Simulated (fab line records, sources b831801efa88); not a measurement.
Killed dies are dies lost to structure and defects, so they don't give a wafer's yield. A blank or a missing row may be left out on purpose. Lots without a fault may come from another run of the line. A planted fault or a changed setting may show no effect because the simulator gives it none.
Problem report in the 8D (eight disciplines) form, filled by code | flow gf180mcu | the parts of the form that need people (team, actions taken, sign-off) are left out

1. THE PROBLEM
SAB_CVD_00_THK at GF_SAB_THK_MEAS_01 reads a mean of 53.0 nm on 6 wafers of 2 lots; wafers without a fault read 49.9 nm with a standard deviation of 0.66. That is +4.6 standard deviations from the usual mean.
First seen on wafer L508.3, day 19 13:27, on film_metro-02. The record holds 42 wafers of 14 lots with a number at this step. Rule for "out", or "out of limits": more than 4 standard deviations from the usual mean. The other wafers with a number count as sound.

2. WHAT IT IS AND WHAT IT IS NOT
question                    | is                           | is not
which readings at this step | SAB_CVD_00_THK               | -
which lots                  | L508, L509                   | L493, L495, L496, L497, L498, L499, L500, L502, L505, L511, L514, L516
which wafers of those lots  | all that have a number       | -
read on which gauges        | film_metro-02, film_metro-03 | film_metro-01
when                        | from day 19 13:27            | up to then (27 sound wafers); but 9 sound wafers of L511, L514, L516 came after

3. SUSPECTS, AND WHAT RULES EACH OUT
Counting: a tool at a process step up to the reading stays a suspect if it ran every lot that is out and no sound lot after the first of them.
- the gauge at GF_SAB_THK_MEAS_01: ruled out. The wafers that are out were read on 2 gauges (film_metro-02, film_metro-03).
- pecvd-01 at GF_SAB_CVD_00 (deposits SiO2 from TEOS, target thk 50 nm, time 4.9302 s): kept. It ran every lot that is out, first L508 (day 19 13:25), and no sound lot after that; its last sound lot up to then is L502 (day 17 07:03).
Left after counting: pecvd-01 at GF_SAB_CVD_00.

4. THE CAUSE (what the simulator had put in)
Process parameter drift: pecvd-01, from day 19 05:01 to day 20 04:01, at GF_SAB_CVD_00. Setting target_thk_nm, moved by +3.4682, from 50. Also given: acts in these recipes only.
Counting left only this tool.

5. THE CHAIN OF EFFECTS, in route order
Each row: a reading whose mean over the struck wafers that have a number lies more than 3 standard deviations from the usual. Only readings for which the record gives a usual standard deviation are gone through. hours: the time from each lot's start at the first step in this table that gives one to its start at this step, as a median over the lots. sigmas: the change in usual standard deviations.
hours | step               | reading        | usual   | on struck wafers | change | sigmas
0     | GF_SAB_THK_MEAS_01 | SAB_CVD_00_THK | 49.9 nm | 53.0             | +3.1   | +4.6

6. WHAT WOULD HAVE CAUGHT IT SOONER
In this record the first reading out of limits at a measuring or inspecting step was taken at day 19 13:27, 8 hours after the fault began at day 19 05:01.
Of the tool readings at GF_SAB_CVD_00 for which the record gives a usual standard deviation, none was out on any struck wafer, so an alarm limit of 4 standard deviations on them would not have fired.
Of the lots that are out (2), L509 began GF_SAB_CVD_00 on pecvd-01 after day 19 13:27. A hold on the tool at that time would have spared it.
